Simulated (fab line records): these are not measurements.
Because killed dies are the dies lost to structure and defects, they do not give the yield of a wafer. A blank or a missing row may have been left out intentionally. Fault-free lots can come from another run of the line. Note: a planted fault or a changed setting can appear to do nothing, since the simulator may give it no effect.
fab line records	flow sfqLine
record: lots: 14	wafers: 42	lastDay: 87
route steps=325 shown M3@129 I3@140
lots with no fault: from the same line, run without faults
startH: hours from the record's first day to the start of the lot's first wafer shown	waitH: hours from the lot's prior step to this one	" as in the row above	L1.1+2: a single row standing in for several wafers	- no value present, or no start provided	* or withheld: withheld	< > ~ a bound
route shown NAME@n: a module of which the file shows steps, and the number in the route of the first	usual: average and standard deviation across the fault-free wafers	same: alike in all rows	chamber/n: place in a boat	sites: each site's reading	_std_site: standard deviation across them	_edge_site: the outer-site mean with the inner-site mean subtracted	radiusMm: how far each site lies from the wafer's centre	mask NAME#n: copy n	behind: the last tool/chamber to shape the wafer	hold: why the lot was held/for how many hours/how that ended	device: which transistor (n, p or np) failed to switch	end of line: the route-end tests of the same wafers	a step given without rows: its recipe and nothing more	killed: not the wafer's yield, but the dies lost to structure and defects at the first sort	map: per-die view of a wafer (x killed, . not killed, _ where there is no die)
set.NAME: setting as actually run; set.NAME@STEP: the setting as run at that earlier step	model.NAME: the simulator's own value behind a step, which no gauge read
steps of the route over a sample of lots; a table a step, a row a wafer
services: when a tool's chamber went out of use (startH, in hours from the record's first day, below 0 if earlier), for how many hours, and the reason
== steps ==
step: SFQ_TRILAYER_M3_BARC_OPEN_METAL_ETCH_100
recipe: maskMaterial: PR	chemistry: O2	targetDepthNm: 125	target: BARC	icpW: 600	biasW: 80	pressureMtorr: 10	timeS: 41.7
usual: biasW: 80.00/0.24	chamberPressureMTorr: 10.000/0.0098	drypumpMotorCurrentA: 5.63/0.29	oesProductAu: 0.686/0.0044
lot.wafer	tool	chamber	startH	waitH	biasW	chamberPressureMTorr	drypumpMotorCurrentA	oesProductAu	rfHoursCounterH
L790.1	rieMetal-03	0	1007.02	0.0	80.03	10.005	5.91	0.690	85
L790.5	"	0	"	"	79.93	9.998	5.94	0.679	-
L790.6	"	0	"	"	80.10	9.990	5.93	0.681	-
L791.1	rieMetal-04	1	1017.82	0.0	80.17	10.000	5.80	0.688	0
L791.3	"	1	"	"	80.33	10.020	5.81	0.690	-
L791.4	"	0	"	"	79.70	10.011	5.01	0.689	-
L792.2	rieMetal-04	0	1020.22	0.0	79.79	10.010	5.01	0.683	53
L792.4	"	0	"	"	80.07	9.993	5.00	0.688	-
L792.6	"	1	"	"	79.70	9.996	5.81	0.688	-
L793.2	rieMetal-02	1	1037.02	0.0	79.74	9.986	5.77	0.680	65
L793.5	"	1	"	"	80.08	10.003	5.77	0.686	-
L793.6	"	0	"	"	80.23	9.989	5.65	0.690	-
L794.1	rieMetal-02	1	1055.15	0.0	80.36	9.991	5.77	0.673	67
L794.5	"	0	"	"	80.35	10.005	5.63	0.682	-
L794.6	"	1	"	"	80.39	9.985	5.76	0.687	-
L795.1	rieMetal-02	0	1071.95	0.0	79.66	9.993	5.61	0.687	13
L795.2	"	1	"	"	80.05	9.994	5.75	0.683	69
L795.4	"	0	"	"	80.02	9.999	5.60	0.681	-
L796.2	rieMetal-02	0	1075.55	0.0	79.91	9.987	5.63	0.691	14
L796.4	"	0	"	"	80.22	10.000	5.66	0.692	-
L796.6	"	1	"	"	79.71	10.000	5.74	0.685	-
L797.2	rieMetal-04	0	1093.55	0.0	80.20	9.986	5.01	0.676	63
L797.4	"	0	"	"	80.36	9.999	5.04	0.689	-
L797.6	"	0	"	"	80.17	9.985	5.02	0.682	-
L798.3	rieMetal-04	0	1098.37	0.0	80.00	10.004	5.00	0.681	-
L798.4	"	1	"	"	79.98	9.993	5.84	0.686	-
L798.5	"	1	"	"	80.25	9.996	5.82	0.693	-
L800.3	rieMetal-02	1	1106.95	0.0	79.81	10.001	5.77	0.689	-
L800.4	"	0	"	"	80.33	9.996	5.63	0.680	-
L800.5	"	1	"	"	79.92	9.993	5.77	0.696	-
L803.3	rieMetal-04	1	1122.55	0.0	79.70	10.014	5.81	0.681	-
L803.4	"	0	"	"	80.07	10.003	5.01	0.690	-
L803.6	"	1	"	"	79.47	9.987	5.84	0.683	-
L807.1	rieMetal-03	0	1150.26	0.0	-	-	-	-	-
L807.3	"	0	"	"	-	-	-	-	-
L807.4	"	1	"	"	-	-	-	-	-
L808.2	rieMetal-02	1	1167.18	0.0	-	-	-	-	-
L808.3	"	1	"	"	-	-	-	-	-
L808.6	"	0	"	"	-	-	-	-	-
L813.2	rieMetal-04	0	1205.58	0.0	80.17	9.992	5.04	0.681	79
L813.5	"	1	"	"	80.05	9.977	5.85	0.683	-
L813.6	"	0	"	"	80.21	9.996	5.03	0.684	-
step: SFQ_TRILAYER_M3_ETCH_METAL_ETCH_078
recipe: target: Nb	stopOn: SiO2	maskMaterial: PR	chemistry: Cl2/Ar	targetDepthNm: 240	icpW: 600	biasW: 80	pressureMtorr: 10	timeS: 120
usual: biasW: 80.03/0.25	chamberPressureMTorr: 9.998/0.0096	drypumpMotorCurrentA: 5.63/0.29	oesProductAu: 0.892/0.0083
lot.wafer	tool	chamber	startH	waitH	biasW	chamberPressureMTorr	drypumpMotorCurrentA	oesProductAu	rfHoursCounterH
L790.1	rieMetal-03	0	1007.14	0.1	80.18	9.995	5.90	0.908	85
L790.5	"	0	"	"	79.86	9.991	5.91	0.890	-
L790.6	"	0	"	"	80.29	9.998	5.93	0.867	-
L791.1	rieMetal-04	1	1017.88	0.0	79.60	10.005	5.82	0.901	0
L791.3	"	1	"	"	79.60	9.993	5.83	0.905	-
L791.4	"	0	"	"	79.59	10.011	5.01	0.900	-
L792.2	rieMetal-04	0	1020.28	0.0	80.59	9.996	5.02	0.886	53
L792.4	"	0	"	"	79.65	10.000	5.00	0.872	-
L792.6	"	1	"	"	80.42	10.003	5.83	0.874	-
L793.2	rieMetal-02	1	1037.08	0.0	80.02	10.010	5.72	0.885	65
L793.5	"	1	"	"	80.34	9.990	5.75	0.886	-
L793.6	"	0	"	"	79.98	10.000	5.64	0.894	-
L794.1	rieMetal-02	1	1055.21	0.0	80.10	10.023	5.73	0.895	68
L794.5	"	0	"	"	80.24	9.997	5.63	0.898	-
L794.6	"	1	"	"	79.71	10.021	5.78	0.891	-
L795.1	rieMetal-02	0	1072.01	0.0	80.13	9.987	5.66	0.890	13
L795.2	"	1	"	"	80.02	10.010	5.73	0.900	70
L795.4	"	0	"	"	80.00	9.980	5.64	0.885	-
L796.2	rieMetal-02	0	1075.61	0.0	80.30	9.996	5.64	0.898	14
L796.4	"	0	"	"	79.97	9.999	5.64	0.891	-
L796.6	"	1	"	"	80.00	9.992	5.74	0.898	-
L797.2	rieMetal-04	0	1093.61	0.0	80.08	10.000	5.00	0.886	63
L797.4	"	0	"	"	80.29	9.981	5.03	0.880	-
L797.6	"	0	"	"	80.22	10.004	5.02	0.887	-
L798.3	rieMetal-04	0	1098.45	0.1	79.95	9.997	5.00	0.901	-
L798.4	"	1	"	"	79.91	10.015	5.81	0.888	-
L798.5	"	1	"	"	79.82	10.000	5.81	0.889	-
L800.3	rieMetal-02	1	1107.03	0.1	80.28	9.990	5.72	0.891	-
L800.4	"	0	"	"	79.60	9.991	5.63	0.897	-
L800.5	"	1	"	"	80.20	9.996	5.72	0.900	-
L803.3	rieMetal-04	1	1122.63	0.1	79.70	9.990	5.83	0.885	-
L803.4	"	0	"	"	79.92	10.017	5.01	0.890	-
L803.6	"	1	"	"	79.67	9.981	5.82	0.886	-
L807.1	rieMetal-03	0	1150.31	0.0	79.97	10.003	5.95	0.374	103
L807.3	"	0	"	"	80.00	9.983	5.95	0.367	-
L807.4	"	1	"	"	79.83	9.994	5.95	0.369	-
L808.2	rieMetal-02	1	1167.24	0.0	80.10	9.996	5.75	0.377	84
L808.3	"	1	"	"	80.22	10.007	5.77	0.379	-
L808.6	"	0	"	"	79.86	9.998	5.61	0.377	-
L813.2	rieMetal-04	0	1205.64	0.0	79.91	10.024	5.02	0.893	79
L813.5	"	1	"	"	79.93	10.001	5.81	0.901	-
L813.6	"	0	"	"	80.44	10.001	5.02	0.884	-
step: SFQ_TRILAYER_I3_VIA_LITHO_EXPOSE_086
recipe: maskId: I3	na: 0.6	sourceShape: conventional	sigmaOuter: 0.65	targetCdNm: 500	doseMj: 21.3
usual: exposureDoseMJCm2: 21.300/0.021	focusOffsetNm: 0.1/0.52	na: 0.6/0
lot.wafer	tool	chamber	startH	waitH	mask	exposureDoseMJCm2	focusOffsetNm	na
L790.1	krfScanner-02	0	1016.57	-	I3#0	21.320	0.2	0.6
L790.5	"	0	"	"	I3#0	21.321	-0.4	0.6
L790.6	"	0	"	"	I3#0	21.279	-0.3	0.6
L791.1	krfScanner-02	0	1024.00	-	I3#0	21.324	0.6	0.6
L791.3	"	0	"	"	I3#0	21.316	0.3	0.6
L791.4	"	0	"	"	I3#0	21.314	0.8	0.6
L792.2	krfScanner-02	0	1026.53	-	I3#0	21.325	-0.5	0.6
L792.4	"	0	"	"	I3#0	21.314	0.1	0.6
L792.6	"	0	"	"	I3#0	21.315	-0.6	0.6
L793.2	krfScanner-01	0	1045.21	-	I3#0	21.321	-0.3	0.6
L793.5	"	0	"	"	I3#0	21.309	-0.1	0.6
L793.6	"	0	"	"	I3#0	21.292	0.8	0.6
L794.1	krfScanner-01	0	1072.95	-	I3#0	21.290	0.8	0.6
L794.5	"	0	"	"	I3#0	21.306	-0.2	0.6
L794.6	"	0	"	"	I3#0	21.293	1.5	0.6
L795.1	krfScanner-01	0	1082.34	-	I3#0	21.316	0.7	0.6
L795.2	"	0	"	"	I3#0	21.304	1.3	0.6
L795.4	"	0	"	"	I3#0	21.327	0.2	0.6
L796.2	krfScanner-01	0	1085.27	-	I3#0	21.308	0.5	0.6
L796.4	"	0	"	"	I3#0	21.312	-0.2	0.6
L796.6	"	0	"	"	I3#0	21.304	0.4	0.6
L797.2	krfScanner-02	0	1235.32	-	I3#0	21.314	-0.3	0.6
L797.4	"	0	"	"	I3#0	21.314	-1.0	0.6
L797.6	"	0	"	"	I3#0	21.296	-1.2	0.6
L798.3	krfScanner-02	0	1241.52	-	I3#0	21.285	0.6	0.6
L798.4	"	0	"	"	I3#0	21.278	-0.7	0.6
L798.5	"	0	"	"	I3#0	21.280	-0.5	0.6
L800.3	krfScanner-02	0	1248.72	-	I3#0	21.291	0.0	0.6
L800.4	"	0	"	"	I3#0	21.262	0.3	0.6
L800.5	"	0	"	"	I3#0	21.308	-0.1	0.6
L803.3	krfScanner-02	0	1265.52	-	I3#0	21.266	-0.4	0.6
L803.4	"	0	"	"	I3#0	21.324	0.1	0.6
L803.6	"	0	"	"	I3#0	21.282	0.1	0.6
L807.1	krfScanner-02	-	1289.12	-	I3#0	-	-	-
L807.3	"	-	"	"	I3#0	-	-	-
L807.4	"	-	"	"	I3#0	-	-	-
L808.2	krfScanner-02	-	1298.92	-	I3#0	-	-	-
L808.3	"	-	"	"	I3#0	-	-	-
L808.6	"	-	"	"	I3#0	-	-	-
L813.2	krfScanner-01	0	1333.65	-	I3#0	21.286	-0.1	0.6
L813.5	"	0	"	"	I3#0	21.272	0.5	0.6
L813.6	"	0	"	"	I3#0	21.306	1.2	0.6
step: SFQ_TRILAYER_I3_VIA_ETCH_VIA_ETCH_088
recipe: target: SiO2	stopOn: Nb	maskMaterial: PR	taperDeg: 20	chemistry: CHF3	targetDepthNm: 260	sourceW: 500	biasW: 80	pressureMtorr: 30	timeS: withheld
usual: biasW: 79.96/0.24	chamberPressureMTorr: 30.000/0.026	drypumpMotorCurrentA: 5.7/0.49	oesProductAu: 0.856/0.0053
lot.wafer	tool	chamber	startH	waitH	biasW	chamberPressureMTorr	drypumpMotorCurrentA	oesProductAu
L790.1	rieDiel-03	3	1018.14	0.0	79.93	29.997	6.3	0.853
L790.5	"	3	"	"	80.00	30.002	6.3	0.849
L790.6	"	0	"	"	80.00	29.968	6.1	0.873
L791.1	rieDiel-03	2	1025.58	0.0	79.61	30.006	6.7	0.856
L791.3	"	1	"	"	79.87	30.021	5.2	0.856
L791.4	"	1	"	"	79.82	29.981	5.2	0.861
L792.2	rieDiel-03	3	1027.90	0.0	80.25	29.991	6.3	0.851
L792.4	"	2	"	"	80.06	29.931	6.7	0.860
L792.6	"	1	"	"	79.84	29.986	5.3	0.854
L793.2	rieDiel-03	0	1046.59	0.0	79.91	30.044	6.1	0.851
L793.5	"	3	"	"	80.29	29.990	6.3	0.849
L793.6	"	2	"	"	79.93	29.991	6.7	0.855
L794.1	rieDiel-02	0	1074.52	0.0	79.75	30.037	5.7	0.854
L794.5	"	0	"	"	79.72	29.993	5.6	0.857
L794.6	"	2	"	"	80.24	30.033	6.0	0.854
L795.1	rieDiel-02	0	1083.92	0.0	79.92	29.996	5.6	0.850
L795.2	"	2	"	"	79.81	30.004	6.0	0.852
L795.4	"	3	"	"	79.81	29.996	5.5	0.859
L796.2	rieDiel-04	1	1086.64	0.0	80.00	30.018	6.0	0.849
L796.4	"	0	"	"	80.25	29.991	5.3	0.867
L796.6	"	3	"	"	79.88	30.003	5.4	0.849
L797.2	rieDiel-02	3	1236.70	0.0	79.60	30.063	5.6	0.852
L797.4	"	2	"	"	80.01	29.993	6.0	0.857
L797.6	"	2	"	"	79.90	30.009	6.0	0.861
L798.3	rieDiel-03	0	1242.70	0.0	79.54	30.004	6.1	0.857
L798.4	"	1	"	"	80.30	30.018	5.3	0.844
L798.5	"	1	"	"	79.86	29.995	5.2	0.853
L800.3	rieDiel-04	1	1249.90	0.0	79.74	30.019	6.0	0.857
L800.4	"	0	"	"	79.62	29.989	5.3	0.845
L800.5	"	1	"	"	79.81	29.984	6.0	0.845
L803.3	rieDiel-02	0	1266.70	0.0	79.73	30.000	5.6	0.863
L803.4	"	3	"	"	79.94	29.991	5.6	0.858
L803.6	"	1	"	"	80.06	29.990	5.0	0.868
L807.1	rieDiel-02	2	1290.70	0.0	80.18	30.019	6.0	0.375
L807.3	"	1	"	"	79.98	29.969	4.9	0.375
L807.4	"	0	"	"	79.92	30.028	5.6	0.372
L808.2	rieDiel-02	2	1300.30	0.0	80.26	30.007	6.0	0.378
L808.3	"	1	"	"	80.10	29.976	4.9	0.371
L808.6	"	1	"	"	80.09	30.008	5.0	0.381
L813.2	rieDiel-02	1	1335.03	0.0	79.92	30.011	4.9	0.859
L813.5	"	0	"	"	79.81	29.946	5.6	0.853
L813.6	"	3	"	"	79.66	29.994	5.5	0.864
== services ==
tool	chamber	startH	hours	kind
krfScanner-01	-	984.73	0.5	repair
krfScanner-01	-	990.71	5.9	repair
krfScanner-02	-	996.96	1.0	pm
krfScanner-02	-	1022.70	1.3	pm
rieDiel-03	0	1023.52	5.6	repair
rieMetal-04	-	1031.07	0.6	repair
krfScanner-02	-	1033.21	0.8	pm
rieMetal-02	1	1039.39	2.0	repair
krfScanner-01	-	1040.28	1.0	pm
rieDiel-02	3	1055.53	20.1	repair
rieMetal-04	1	1064.22	2.4	repair
rieMetal-02	-	1104.41	0.8	repair
krfScanner-02	-	1105.21	3.6	pm
krfScanner-02	-	1115.78	0.3	repair
krfScanner-02	-	1154.72	4.0	pm
rieMetal-04	1	1162.59	5.6	repair
krfScanner-02	-	1163.79	1.0	pm
krfScanner-02	-	1198.60	1.3	pm
krfScanner-02	-	1200.85	0.8	pm
rieDiel-02	3	1267.74	6.2	repair
rieMetal-02	0	1309.85	4.2	repair
rieMetal-04	-	1310.47	0.2	repair
rieMetal-02	-	1323.88	0.4	repair
krfScanner-02	-	1332.04	1.0	pm
== key ==
firstSign: step: SFQ_TRILAYER_M3_BARC_OPEN_METAL_ETCH_100	reading: toolRecord	direction: missing
effect: step: SFQ_TRILAYER_M3_ETCH_METAL_ETCH_078	reading: oesProductAu	direction: down	sigmas: 62	usual: 0.892	struck: 0.374
effect: step: SFQ_TRILAYER_I3_VIA_LITHO_EXPOSE_086	reading: toolRecord	direction: missing
effect: step: SFQ_TRILAYER_I3_VIA_ETCH_VIA_ETCH_088	reading: oesProductAu	direction: down	sigmas: 91	usual: 0.856	struck: 0.375
metAt SFQ_TRILAYER_M3_BARC_OPEN_METAL_ETCH_100
struckLots L807,L808
onsetBetween 1106.95 1150.26
fault: kind: skippedStepWhole	tool: rieMetal-02,rieMetal-03	chamber: -	onsetH: 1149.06	steps: SFQ_TRILAYER_M3_BARC_OPEN_METAL_ETCH_100	scope: struckLotsOnly
